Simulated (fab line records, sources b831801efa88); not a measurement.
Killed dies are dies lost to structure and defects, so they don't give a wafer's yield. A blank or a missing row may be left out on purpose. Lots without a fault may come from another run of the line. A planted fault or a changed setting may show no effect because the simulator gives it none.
fab line records | flow sky130
record lots=13 wafers=39 last_day=50
route steps=708 shown SD_N@350 LI_CONTACT@377 CONTACT@409 VIA4@641
lots that met no fault: from a run of the same line without faults
start_h: hours from the record's first day to the start of the lot's first wafer shown | wait_h: hours since the lot's step before | " the same as in the row above | L1.1+2: a row that stands for several wafers | - no value, or no start given | * or withheld: withheld | < > ~ a bound
route shown NAME@n: a module of which the file shows steps, and the number in the route of the first | usual: mean/standard deviation of fault-free wafers | same: alike in all rows | chamber/n: place in a boat | sites: the reading at each site | _std_site: their standard deviation | _edge_site: outer sites' mean less inner sites' | radius_mm: how far each site lies from the wafer's centre | mask NAME#n: copy n | behind: the tool/chamber that last shaped the wafer | hold: why the lot was held/for how many hours/how that ended | device: the transistor (n, p or np) that didn't switch | end of line: the same wafers' tests at the end of the route | a step without rows: its recipe alone | killed: dies lost to structure and defects at the first sort, not the wafer's yield | map: a wafer's dies, x killed, . not, _ none there
set.NAME: the setting as run; set.NAME@STEP: as run at that earlier step | model.NAME: the simulator's own value behind a step, which no gauge read
steps of the route over a sample of lots; a table a step, a row a wafer
services: from which hour (start_h, from the record's first day; less than 0 if before it) a tool's chamber was out of use, for how many hours, and why
## steps
# step SKY_SD_N_OVL_MEAS_08
# usual SD_N_OVL=-0.7/1.2
# columns lot.wafer tool chamber start_h wait_h SD_N_OVL[nm]
L789.2 overlay-02 - 663.35 0.1 -0.4
L789.3 " - " " -0.9
L789.6 " - " " -1.1
L790.3 overlay-01 - 672.61 0.1 -0.6
L790.5 " - " " -1.3
L790.6 " - " " -3.1
L791.1 overlay-02 - 678.45 0.1 -1.2
L791.2 " - " " -1.8
L791.4 " - " " -2.8
L792.2 overlay-01 - 681.35 0.1 -1.1
L792.5 " - " " -1.5
L792.6 " - " " -1.1
L794.1 overlay-01 - 713.45 0.1 0.4
L794.2 " - " " -0.2
L794.3 " - " " 0.4
L796.2 overlay-01 - 715.45 0.1 0.6
L796.3 " - " " -3.0
L796.4 " - " " -1.1
L797.1 overlay-02 - 715.63 0.1 0.6
L797.4 " - " " 1.1
L797.5 " - " " -0.4
L798.4 overlay-01 - 720.60 0.1 1.2
L798.5 " - " " -1.0
L798.6 " - " " -1.7
L803.1 overlay-01 - 765.10 0.1 -0.7
L803.3 " - " " 1.1
L803.4 " - " " 0.1
L809.3 overlay-01 - 804.86 0.1 -2.7
L809.4 " - " " -1.1
L809.6 " - " " -1.6
L810.2 overlay-01 - 811.65 0.1 -1.0
L810.4 " - " " -1.4
L810.6 " - " " -2.2
L811.1 overlay-01 - 814.55 0.1 -0.5
L811.2 " - " " -0.2
L811.4 " - " " -0.7
L812.2 overlay-02 - 823.76 0.1 -1.0
L812.3 " - " " -1.0
L812.4 " - " " -2.3
# step SKY_LI_CONTACT_ETCH_15
# recipe target=PSG chemistry=C4F8/O2/Ar stop_on=Si taper_deg=4.15 mask_material=KrF-thick source_w=1500 bias_w=1200 pressure_mtorr=40 c4f8_flow_sccm=withheld O2_flow_sccm=6 Ar_flow_sccm=300 time_s=withheld target_depth_a=6000
# usual bias_w=1201/3.5 oes_product_au=0.838/0.0049 rf_fwd_power_W=1494/4.7
# columns lot.wafer tool chamber start_h wait_h bias_w oes_product_au rf_fwd_power_W
L789.2 rie_diel-02 3 693.18 0.0 1201 0.850 1493
L789.3 " 2 " " 1199 0.835 1503
L789.6 " 3 " " 1201 0.832 1487
L790.3 rie_diel-04 3 703.20 0.0 1200 0.841 1499
L790.5 " 2 " " 1199 0.835 1487
L790.6 " 1 " " 1196 0.832 1487
L791.1 rie_diel-02 1 707.85 0.0 1199 0.837 1488
L791.2 " 0 " " 1198 0.842 1488
L791.4 " 2 " " 1195 0.836 1498
L792.2 rie_diel-02 0 711.33 0.0 1198 0.839 1502
L792.5 " 1 " " 1203 0.840 1487
L792.6 " 2 " " 1204 0.830 1494
L794.1 rie_diel-01 1 742.65 0.0 1199 0.842 1497
L794.2 " 3 " " 1200 0.834 1497
L794.3 " 0 " " 1208 0.829 1494
L796.2 rie_diel-04 2 744.40 0.0 1203 0.839 1501
L796.3 " 0 " " 1194 0.834 1487
L796.4 " 1 " " 1201 0.831 1484
L797.1 rie_diel-01 3 745.08 0.0 1202 0.837 1495
L797.4 " 1 " " 1200 0.843 1498
L797.5 " 0 " " 1203 0.838 1493
L798.4 rie_diel-01 1 749.35 0.0 1203 0.835 1494
L798.5 " 3 " " 1203 0.840 1503
L798.6 " 2 " " 1200 0.831 1494
L803.1 rie_diel-04 2 793.90 0.0 1194 0.832 1488
L803.3 " 0 " " 1207 0.835 1495
L803.4 " 1 " " 1205 0.838 1496
L809.3 rie_diel-01 0 833.08 0.0 1205 0.836 1488
L809.4 " 1 " " 1195 0.837 1497
L809.6 " 3 " " 1196 0.831 1497
L810.2 rie_diel-02 2 839.65 0.0 1199 0.838 1498
L810.4 " 3 " " 1198 0.825 1489
L810.6 " 3 " " 1197 0.835 1493
L811.1 rie_diel-04 0 842.55 0.0 1198 0.836 1484
L811.2 " 3 " " 1202 0.837 1492
L811.4 " 1 " " 1209 0.839 1492
L812.2 rie_diel-04 2 851.88 0.0 1201 0.835 1496
L812.3 " 0 " " 1199 0.833 1488
L812.4 " 1 " " 1201 0.834 1495
# step SKY_CONTACT_THK_MEAS_03
# recipe reads=SiO2_of_CONTACT_HDPCVD_02
# usual CONTACT_HDPCVD_THK=565/7.1
# columns lot.wafer tool chamber start_h wait_h CONTACT_HDPCVD_THK[nm]
L789.2 film_metro-02 - 723.42 0.0 565
L789.3 " - " " 566
L789.6 " - " " 564
L790.3 film_metro-02 - 733.78 0.1 573
L790.5 " - " " 566
L790.6 " - " " 563
L791.1 film_metro-04 - 738.51 0.0 567
L791.2 " - " " 559
L791.4 " - " " 554
L792.2 film_metro-01 - 741.57 0.0 564
L792.5 " - " " 560
L792.6 " - " " 567
L794.1 film_metro-02 - 772.31 0.0 559
L794.2 " - " " 559
L794.3 " - " " 564
L796.2 film_metro-01 - 773.67 0.0 556
L796.3 " - " " 571
L796.4 " - " " 559
L797.1 film_metro-02 - 774.58 0.0 565
L797.4 " - " " 573
L797.5 " - " " 565
L798.4 film_metro-04 - 778.97 0.0 567
L798.5 " - " " 551
L798.6 " - " " 559
L803.1 film_metro-02 - 822.34 0.0 566
L803.3 " - " " 563
L803.4 " - " " 557
L809.3 film_metro-04 - 862.61 0.1 574
L809.4 " - " " 562
L809.6 " - " " 571
L810.2 film_metro-01 - 867.95 0.0 564
L810.4 " - " " 568
L810.6 " - " " 569
L811.1 film_metro-04 - 871.01 0.1 580
L811.2 " - " " 574
L811.4 " - " " 590
L812.2 film_metro-01 - 880.96 0.0 568
L812.3 " - " " 571
L812.4 " - " " 568
# step SKY_VIA4_CMP_02
# recipe material=SiO2 down_force_psi=4 platen_rpm=60 pad_velocity_m_s=0.94248
# usual motor_current_A=11.8/1.2
# columns lot.wafer tool chamber start_h wait_h motor_current_A
L789.3 cmp-01 1 994.77 0.0 11.3
L789.2 " 2 " " 11.6
L789.6 " 1 " " 11.8
L790.3 cmp-02 1 1004.64 0.1 14.6
L790.5 " 3 " " 11.3
L790.6 " 0 " " 13.2
L791.1 cmp-02 2 1006.44 0.1 10.1
L791.2 " 3 " " 11.1
L791.4 " 0 " " 13.2
L792.2 cmp-02 3 1009.48 0.2 11.3
L792.6 " 0 " " 12.2
L792.5 " 1 " " 13.9
L794.1 cmp-01 2 1037.67 0.1 12.2
L794.2 " 3 " " 12.1
L794.3 " 1 " " 11.1
L796.2 cmp-02 1 1038.20 0.1 13.8
L796.4 " 2 " " 9.7
L796.3 " 3 " " 10.7
L797.1 cmp-01 3 1040.59 0.1 12.2
L797.4 " 1 " " 11.6
L797.5 " 3 " " 12.7
L798.4 cmp-01 2 1041.94 0.1 11.5
L798.5 " 0 " " 12.0
L798.6 " 1 " " 11.9
L803.4 cmp-02 2 1074.61 0.0 9.6
L803.3 " 3 " " 11.2
L803.1 " 1 " " 13.5
L809.4 cmp-01 1 1110.10 0.0 11.4
L809.3 " 2 " " 11.7
L809.6 " 1 " " 11.3
L810.2 cmp-01 3 1112.49 0.0 12.6
L810.4 " 1 " " 11.3
L810.6 " 0 " " 11.5
L811.4 cmp-01 2 1116.04 0.0 11.4
L811.2 " 3 " " 12.1
L811.1 " 0 " " 11.7
L812.4 cmp-01 1 1124.97 0.1 11.8
L812.2 " 2 " " 11.4
L812.3 " 3 " " 12.4
# step SKY_VIA4_ETCH_12
# recipe target=SiO2 chemistry=C4F8/O2/Ar stop_on=TiN mask_material=NOVOLAK source_w=1500 bias_w=1200 pressure_mtorr=40 c4f8_flow_sccm=withheld O2_flow_sccm=6 Ar_flow_sccm=300 time_s=withheld target_depth_a=5800
# usual bias_w=1200/3.5 oes_product_au=0.926/0.0047 rf_fwd_power_W=1491/5.2
# columns lot.wafer tool chamber start_h wait_h bias_w oes_product_au rf_fwd_power_W
L789.2 rie_diel-04 0 1017.87 0.0 1197 0.928 1494
L789.3 " 3 " " 1198 0.929 1482
L789.6 " 2 " " 1202 0.928 1497
L790.3 rie_diel-03 2 1027.32 0.0 1196 0.921 1484
L790.5 " 2 " " 1198 0.926 1487
L790.6 " 1 " " 1198 0.933 1486
L791.1 rie_diel-03 1 1029.82 0.0 1192 0.925 1495
L791.2 " 3 " " 1200 0.928 1495
L791.4 " 2 " " 1197 0.928 1488
L792.2 rie_diel-03 3 1032.73 0.0 1201 0.920 1492
L792.5 " 0 " " 1203 0.925 1494
L792.6 " 3 " " 1204 0.926 1493
L794.1 rie_diel-04 3 1059.77 0.0 1201 0.928 1486
L794.2 " 0 " " 1196 0.923 1493
L794.3 " 2 " " 1198 0.929 1503
L796.2 rie_diel-03 3 1061.09 0.0 1200 0.937 1500
L796.3 " 0 " " 1199 0.919 1495
L796.4 " 2 " " 1199 0.933 1481
L797.1 rie_diel-03 0 1062.62 0.0 1207 0.920 1495
L797.4 " 1 " " 1204 0.919 1499
L797.5 " 0 " " 1206 0.928 1488
L798.4 rie_diel-02 3 1064.07 0.0 1198 0.924 1486
L798.5 " 1 " " 1201 0.916 1492
L798.6 " 0 " " 1198 0.921 1493
L803.1 rie_diel-03 1 1095.34 0.0 1203 0.980 1484
L803.3 " 0 " " 1204 0.923 1492
L803.4 " 3 " " 1198 0.931 1495
L809.3 rie_diel-04 2 1129.47 0.0 1199 0.925 1494
L809.4 " 0 " " 1199 0.929 1489
L809.6 " 0 " " 1198 0.917 1490
L810.2 rie_diel-03 2 1132.24 0.0 1200 0.924 1486
L810.4 " 3 " " 1196 0.928 1496
L810.6 " 3 " " 1207 0.922 1493
L811.1 rie_diel-04 2 1135.72 0.0 1202 0.934 1489
L811.2 " 1 " " 1207 0.926 1494
L811.4 " 3 " " 1197 0.923 1484
L812.2 rie_diel-04 2 1144.37 0.0 1200 0.933 1495
L812.3 " 1 " " 1202 0.928 1492
L812.4 " 3 " " 1200 0.929 1488
## services
# columns tool chamber start_h hours kind
cmp-01 - 740.25 1.4 repair
cmp-01 - 744.00 4.0 pm
rie_diel-04 3 747.32 3.8 repair
rie_diel-02 2 747.89 6.8 repair
cmp-01 - 762.19 0.5 repair
rie_diel-03 - 768.23 0.1 repair
cmp-02 - 796.69 1.6 repair
rie_diel-03 - 807.88 2.8 pm
rie_diel-02 0 819.62 13.6 repair
cmp-01 - 842.70 25.6 repair
rie_diel-03 2 852.70 1.9 repair
cmp-01 - 863.14 1.3 repair
cmp-01 - 868.30 3.6 pm
cmp-01 - 932.08 3.0 repair
rie_diel-04 3 966.24 6.9 repair
rie_diel-04 1 993.94 7.2 repair
rie_diel-04 - 999.06 0.7 repair
rie_diel-03 - 1073.55 1.0 repair
rie_diel-03 3 1076.25 5.1 repair
cmp-01 - 1084.00 4.0 pm
rie_diel-03 3 1089.13 3.1 repair
rie_diel-04 - 1093.27 2.8 pm
rie_diel-04 0 1096.57 10.3 repair
rie_diel-04 - 1120.64 0.1 repair
## key
first_sign step=SKY_VIA4_ETCH_12 reading=oes_product_au direction=up sigmas=12 usual=0.926 struck=0.980
effect none on later readings
met_at SKY_VIA4_CMP_02
struck_lots L803
struck_wafers L803.1
sort_left_out L803.1
not_acting_at SKY_SD_N_OVL_MEAS_08,SKY_LI_CONTACT_ETCH_15,SKY_CONTACT_THK_MEAS_03
onset_between 1038.20 1074.61
fault kind=process_parameter_drift tool=cmp-02 chamber=- onset_h=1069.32 steps=SKY_VIA4_CMP_02 channel=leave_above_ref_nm offset=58 shape=step end_h=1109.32 scope=struck_wafers_only acts_in=these_recipes_only stated=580
# sort_left_out: the simulated sort isn't trusted on such a fault, so these wafers' sort isn't shown, and their yield isn't known
